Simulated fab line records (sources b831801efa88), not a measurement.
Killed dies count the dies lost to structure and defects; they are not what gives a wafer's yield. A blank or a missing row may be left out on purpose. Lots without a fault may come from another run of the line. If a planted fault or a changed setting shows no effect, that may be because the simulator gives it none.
fab line records    flow sky130
[record] lots = 11  wafers = 33  last_day = 50
route steps=708 shown PWDE@53 NWELL@81 VT_ADJUST_LVTN@107
lots that met no fault: taken from a fault-free run of the same line
start_h: hours from the record's first day to the start of the lot's first wafer shown    wait_h: hours from the lot's prior step to this one    " identical to the entry in the row above    L1.1+2: a single row standing in for several wafers    - either no value or no given start    * or withheld: withheld    < > ~ a bound
route shown NAME@n: NAME is a module with steps in the file, n the number in the route of the first one    usual: mean and standard deviation over wafers with no fault    same: alike in all rows    chamber/n: place in a boat    sites: the reading at each site    _std_site: the standard deviation of these    _edge_site: outer sites' mean less inner sites'    radius_mm: for every site, how far away it sits from the centre of the wafer    mask NAME#n: copy n    behind: the tool/chamber that last shaped the wafer    hold: reason for holding the lot/hours on hold/outcome of the hold    device: the n, p or np transistor that did not switch    end of line: tests of these same wafers at the route's end    for a step that has no rows: nothing shown but its recipe    killed: dies that structure and defects cost at the first sort, which is not the same as the wafer's yield    map: dies across one wafer; x = killed, . = not, _ = none there
set.NAME: the setting the step ran with; set.NAME@STEP: the setting that earlier step ran with    model.NAME: the simulator's own value behind a step, which no gauge read
route steps across a sampled set of lots; one table per step, one row per wafer
services: from which hour (start_h, from the record's first day; less than 0 if before it) a tool's chamber was out of use, for how many hours, and why
[[steps]]
[step SKY_PWDE_IMPLANT_08]
[recipe] species = B  energy_kev = 150  dose_cm2 = 3.6e+12  tilt_deg = withheld
[usual] beam_energy_keV = 150.00/0.045  beam_on_s = 9.97/0.2  end_station_pressure_torr = 5.01e-06/2.8e-07  faraday_current_uA = 20.4/0.4
lot.wafer  tool          chamber  start_h  wait_h  beam_energy_keV  beam_on_s  end_station_pressure_torr  faraday_current_uA
L776.1     implanter-01  0        78.61    0.0     150.05           10.00      5e-06                      20.4
L776.3     "             0        "        "       150.06           10.39      4.88e-06                   19.5
L776.4     "             0        "        "       150.03           10.01      4.88e-06                   20.3
L778.1     implanter-03  0        92.16    0.0     149.97           9.96       5.05e-06                   20.5
L778.2     "             0        "        "       150.00           10.19      4.97e-06                   19.9
L778.6     "             0        "        "       150.00           9.77       5.31e-06                   20.7
L780.1     implanter-03  0        104.45   0.0     150.04           10.18      4.78e-06                   19.8
L780.2     "             0        "        "       150.07           10.17      4.82e-06                   20.0
L780.5     "             0        "        "       150.09           10.14      4.97e-06                   20.0
L781.1     implanter-01  0        108.31   0.0     149.99           10.33      5.57e-06                   19.7
L781.3     "             0        "        "       150.02           9.80       5.13e-06                   20.7
L781.6     "             0        "        "       150.00           9.62       4.83e-06                   21.1
L782.3     implanter-01  0        112.80   0.1     149.99           10.20      4.53e-06                   20.0
L782.4     "             0        "        "       149.96           9.92       5.06e-06                   20.5
L782.6     "             0        "        "       149.97           9.87       5.47e-06                   20.5
L785.1     implanter-03  0        129.46   0.0     150.00           11.82      8.349e-05                  17.0
L785.2     "             0        "        "       149.99           11.35      8.439e-05                  17.6
L785.5     "             0        "        "       150.03           11.22      9.101e-05                  17.8
L786.4     implanter-03  0        135.32   0.1     149.97           11.64      7.959e-05                  17.2
L786.5     "             0        "        "       150.07           11.42      7.644e-05                  17.6
L786.6     "             0        "        "       150.07           11.61      8.514e-05                  17.3
L788.2     implanter-04  0        146.22   0.0     149.96           10.16      4.9e-06                    20.0
L788.4     "             0        "        "       149.98           9.93       4.69e-06                   20.5
L788.6     "             0        "        "       149.97           10.19      5.53e-06                   19.9
L790.2     implanter-04  0        156.47   0.0     149.99           10.03      4.99e-06                   20.2
L790.3     "             0        "        "       149.94           9.84       4.69e-06                   20.6
L790.6     "             0        "        "       149.94           10.10      4.79e-06                   20.1
L793.1     implanter-04  0        173.61   0.0     149.96           10.34      4.81e-06                   19.6
L793.2     "             0        "        "       150.02           10.07      5.02e-06                   20.3
L793.6     "             0        "        "       150.04           9.90       4.76e-06                   20.4
L796.3     implanter-04  0        197.90   0.1     149.99           9.91       5.13e-06                   20.5
L796.5     "             0        "        "       149.96           10.35      4.72e-06                   19.7
L796.6     "             0        "        "       149.98           9.68       5.29e-06                   20.9
[step SKY_PWDE_STRIP_09]
[recipe] chemistry = O2/N2  power_w = 1400  pressure_mtorr = 1500  platen_temp_c = withheld  o2_flow_sccm = 3000  n2_flow_sccm = 300  overash_fraction = 0.5
[usual] drypump_motor_current_A = 5.4/0.41  oes_product_au = 0.722/0.0043  strip_time_to_endpoint_s = 36.93/0.088
lot.wafer  tool             chamber  start_h  wait_h  drypump_motor_current_A  oes_product_au  rf_hours_counter_h  strip_time_to_endpoint_s
L776.1     plasma_asher-02  1        78.76    0.1     5.7                      0.727           27                  36.94
L776.3     "                0        "        "       4.9                      0.726           -                   36.98
L776.4     "                1        "        "       5.7                      0.720           -                   36.95
L778.1     plasma_asher-03  0        92.31    0.1     6.1                      0.721           40                  36.97
L778.2     "                1        "        "       5.3                      0.720           40                  36.91
L778.6     "                0        "        "       6.1                      0.727           -                   36.93
L780.1     plasma_asher-03  1        104.60   0.1     5.3                      0.728           41                  36.96
L780.2     "                0        "        "       6.1                      0.725           41                  37.00
L780.5     "                0        "        "       6.1                      0.715           -                   36.99
L781.1     plasma_asher-02  0        108.46   0.1     4.9                      0.725           30                  37.12
L781.3     "                1        "        "       5.7                      0.722           -                   37.13
L781.6     "                1        "        "       5.7                      0.716           -                   37.12
L782.3     plasma_asher-02  1        112.93   0.1     5.7                      0.728           -                   36.97
L782.4     "                0        "        "       4.9                      0.720           -                   36.97
L782.6     "                0        "        "       4.9                      0.716           -                   37.01
L785.1     plasma_asher-03  0        129.61   0.1     6.1                      0.724           44                  36.89
L785.2     "                1        "        "       5.3                      0.720           44                  37.12
L785.5     "                1        "        "       5.3                      0.720           -                   37.02
L786.4     plasma_asher-03  0        135.43   0.1     6.1                      0.727           -                   37.13
L786.5     "                0        "        "       6.1                      0.725           -                   37.12
L786.6     "                1        "        "       5.3                      0.721           -                   37.02
L788.2     plasma_asher-02  1        146.35   0.1     5.7                      0.721           35                  36.96
L788.4     "                1        "        "       5.7                      0.718           -                   36.95
L788.6     "                0        "        "       4.9                      0.718           -                   36.96
L790.2     plasma_asher-01  1        156.60   0.1     5.0                      0.734           49                  36.93
L790.3     "                0        "        "       5.1                      0.721           -                   37.04
L790.6     "                1        "        "       5.0                      0.723           -                   36.89
L793.1     plasma_asher-02  1        173.76   0.1     5.7                      0.727           37                  36.83
L793.2     "                0        "        "       4.9                      0.729           37                  36.76
L793.6     "                1        "        "       5.7                      0.723           -                   36.76
L796.3     plasma_asher-02  1        198.03   0.1     5.7                      0.722           -                   37.04
L796.5     "                0        "        "       4.9                      0.718           -                   36.89
L796.6     "                1        "        "       5.7                      0.721           -                   36.93
[step SKY_PWDE_TW_MEAS_10]
[usual] PWDE_TW = 374.4/1.9
lot.wafer  tool           chamber  start_h  wait_h  PWDE_TW
L776.1     film_metro-02  -        78.86    0.1     371.4
L776.3     "              -        "        "       371.7
L776.4     "              -        "        "       372.4
L778.1     film_metro-01  -        92.41    0.1     373.7
L778.2     "              -        "        "       375.4
L778.6     "              -        "        "       374.1
L780.1     film_metro-02  -        104.70   0.1     372.6
L780.2     "              -        "        "       371.3
L780.5     "              -        "        "       373.1
L781.1     film_metro-01  -        108.56   0.1     374.6
L781.3     "              -        "        "       373.4
L781.6     "              -        "        "       374.4
L782.3     film_metro-03  -        113.02   0.1     376.7
L782.4     "              -        "        "       377.7
L782.6     "              -        "        "       376.3
L785.1     film_metro-03  -        129.71   0.1     392.5
L785.2     "              -        "        "       392.3
L785.5     "              -        "        "       393.1
L786.4     film_metro-02  -        135.53   0.1     392.1
L786.5     "              -        "        "       391.7
L786.6     "              -        "        "       392.4
L788.2     film_metro-03  -        146.46   0.1     375.1
L788.4     "              -        "        "       376.0
L788.6     "              -        "        "       376.2
L790.2     film_metro-03  -        156.71   0.1     375.1
L790.3     "              -        "        "       375.5
L790.6     "              -        "        "       373.8
L793.1     film_metro-01  -        173.86   0.1     372.8
L793.2     "              -        "        "       375.4
L793.6     "              -        "        "       374.7
L796.3     film_metro-01  -        198.12   0.1     376.3
L796.5     "              -        "        "       375.0
L796.6     "              -        "        "       374.8
[step SKY_NWELL_RTA_28]
[recipe] temp_c = 1050  time_s = 30  idle_temp_c = 650  ramp_up_c_per_s = 150  ramp_down_c_per_s = 90  ambient = N2
[usual] lamp_power_pct = 25.31/0.058  wafer_temp_C_max = 1054.9/1.1
lot.wafer  tool           chamber  start_h  wait_h  lamp_power_pct  wafer_temp_C_max
L776.1     rtp_anneal-01  0        115.26   0.0     25.36           1054.3
L776.3     "              0        "        "       25.36           1055.4
L776.4     "              0        "        "       25.33           1058.8
L778.1     rtp_anneal-02  0        130.06   0.0     25.32           1055.2
L778.2     "              0        "        "       25.25           1054.0
L778.6     "              0        "        "       25.28           1053.6
L780.1     rtp_anneal-01  0        142.63   0.0     25.36           1054.8
L780.2     "              0        "        "       25.32           1053.3
L780.5     "              0        "        "       25.34           1054.4
L781.1     rtp_anneal-02  0        146.78   0.0     25.19           1055.8
L781.3     "              0        "        "       25.36           1056.5
L781.6     "              0        "        "       25.36           1057.2
L782.3     rtp_anneal-02  0        151.44   0.1     25.35           1053.8
L782.4     "              0        "        "       25.36           1055.5
L782.6     "              0        "        "       25.37           1053.5
L785.1     rtp_anneal-01  0        170.46   0.0     25.29           1054.7
L785.2     "              0        "        "       25.30           1055.1
L785.5     "              0        "        "       25.34           1054.0
L786.4     rtp_anneal-02  0        176.66   0.1     25.34           1054.0
L786.5     "              0        "        "       25.32           1054.7
L786.6     "              0        "        "       25.26           1053.6
L788.2     rtp_anneal-01  0        187.24   0.0     25.30           1055.1
L788.4     "              0        "        "       25.34           1057.4
L788.6     "              0        "        "       25.28           1055.6
L790.2     rtp_anneal-01  0        199.21   0.0     25.43           1054.3
L790.3     "              0        "        "       25.21           1056.5
L790.6     "              0        "        "       25.22           1053.9
L793.1     rtp_anneal-01  0        216.16   0.0     25.35           1054.4
L793.2     "              0        "        "       25.28           1054.8
L793.6     "              0        "        "       25.37           1054.2
L796.3     rtp_anneal-02  0        243.14   0.0     25.32           1054.7
L796.5     "              0        "        "       25.41           1058.2
L796.6     "              0        "        "       25.27           1053.2
[step SKY_NWELL_RS_MEAS_31]
[recipe] thk_meas_gauge = four-point-probe
[usual] PWDE_RS = 5280/19
lot.wafer  tool           chamber  start_h  wait_h  PWDE_RS[ohm/sq]
L776.1     film_metro-02  -        115.60   0.1     5280
L776.3     "              -        "        "       5257
L776.4     "              -        "        "       5280
L778.1     film_metro-02  -        130.40   0.1     5263
L778.2     "              -        "        "       5255
L778.6     "              -        "        "       5260
L780.1     film_metro-02  -        142.97   0.1     5295
L780.2     "              -        "        "       5278
L780.5     "              -        "        "       5271
L781.1     film_metro-01  -        147.12   0.1     5255
L781.3     "              -        "        "       5269
L781.6     "              -        "        "       5274
L782.3     film_metro-03  -        151.85   0.1     5275
L782.4     "              -        "        "       5266
L782.6     "              -        "        "       5286
L785.1     film_metro-02  -        170.80   0.1     4712
L785.2     "              -        "        "       4705
L785.5     "              -        "        "       4720
L786.4     film_metro-02  -        177.01   0.1     4726
L786.5     "              -        "        "       4731
L786.6     "              -        "        "       4706
L788.2     film_metro-03  -        187.67   0.1     5275
L788.4     "              -        "        "       5301
L788.6     "              -        "        "       5288
L790.2     film_metro-01  -        199.64   0.1     5298
L790.3     "              -        "        "       5312
L790.6     "              -        "        "       5318
L793.1     film_metro-01  -        216.50   0.1     5275
L793.2     "              -        "        "       5248
L793.6     "              -        "        "       5268
L796.3     film_metro-01  -        243.49   0.1     5283
L796.5     "              -        "        "       5282
L796.6     "              -        "        "       5289
[step SKY_VT_ADJUST_LVTN_TW_MEAS_10]
[usual] VT_ADJUST_LVTN_TW = 241.4/1.1
lot.wafer  tool           chamber  start_h  wait_h  VT_ADJUST_LVTN_TW
L776.1     film_metro-02  -        154.70   0.1     242.6
L776.3     "              -        "        "       241.5
L776.4     "              -        "        "       240.6
L778.1     film_metro-01  -        170.70   0.1     242.0
L778.2     "              -        "        "       242.1
L778.6     "              -        "        "       241.2
L780.1     film_metro-02  -        183.85   0.1     242.6
L780.2     "              -        "        "       242.0
L780.5     "              -        "        "       241.6
L781.1     film_metro-01  -        187.85   0.1     241.3
L781.3     "              -        "        "       241.2
L781.6     "              -        "        "       241.0
L782.3     film_metro-02  -        192.42   0.1     239.8
L782.4     "              -        "        "       241.9
L782.6     "              -        "        "       241.6
L785.1     film_metro-04  -        212.15   0.1     242.6
L785.2     "              -        "        "       242.0
L785.5     "              -        "        "       242.0
L786.4     film_metro-01  -        218.93   0.1     241.8
L786.5     "              -        "        "       241.8
L786.6     "              -        "        "       241.4
L788.2     film_metro-01  -        231.06   0.1     240.7
L788.4     "              -        "        "       240.4
L788.6     "              -        "        "       240.8
L790.2     film_metro-01  -        244.16   0.1     241.9
L790.3     "              -        "        "       240.7
L790.6     "              -        "        "       241.3
L793.1     film_metro-02  -        263.60   0.1     239.0
L793.2     "              -        "        "       238.5
L793.6     "              -        "        "       239.9
L796.3     film_metro-02  -        292.07   0.1     241.4
L796.5     "              -        "        "       241.5
L796.6     "              -        "        "       241.2
[[services]]
tool             chamber  start_h  hours  kind
implanter-01     -        91.80    2.8    repair
implanter-01     -        139.97   4.0    repair
plasma_asher-02  -        145.49   0.8    repair
implanter-01     -        146.63   3.8    repair
implanter-01     -        189.25   6.6    pm
rtp_anneal-01    -        191.78   4.5    pm
implanter-01     -        202.40   3.2    repair
plasma_asher-02  -        203.49   2.8    pm
implanter-03     -        233.40   4.8    pm
implanter-01     -        235.23   2.3    repair
[[key]]
[first_sign] step = SKY_PWDE_IMPLANT_08  reading = end_station_pressure_torr  direction = up  sigmas = 99+  usual = 5.01e-06  struck = 8.334e-05
[effect] step = SKY_PWDE_IMPLANT_08  reading = beam_on_s  direction = up  sigmas = 7.6  usual = 9.97  struck = 11.51
[effect] step = SKY_PWDE_TW_MEAS_10  reading = PWDE_TW  direction = up  sigmas = 9.5  usual = 374.4  struck = 392.3
[effect] step = SKY_NWELL_RS_MEAS_31  reading = PWDE_RS  direction = down  sigmas = 29  usual = 5280  struck = 4717
met_at SKY_PWDE_IMPLANT_08
struck_lots L785,L786
tester_left_out L785,L786
not_acting_at SKY_PWDE_STRIP_09,SKY_NWELL_RTA_28,SKY_VT_ADJUST_LVTN_TW_MEAS_10
onset_between 104.45 129.46
[fault] kind = process_parameter_drift  tool = implanter-03  chamber = -  onset_h = 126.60  steps = SKY_PWDE_IMPLANT_08  channel = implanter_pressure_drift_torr  offset = 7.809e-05  shape = step  end_h = 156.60
[fault] kind = process_parameter_drift  tool = implanter-03  chamber = -  onset_h = 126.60  steps = SKY_PWDE_IMPLANT_08  channel = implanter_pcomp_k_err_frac  offset = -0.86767  shape = step  end_h = 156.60
// tester_left_out: of these lots the tester's yield and bins aren't shown, on N5 and GAA mostly nor the transistor test; their killed dies are dies lost to structure and defects alone, not to doping, threshold or leakage, so they don't give the yield
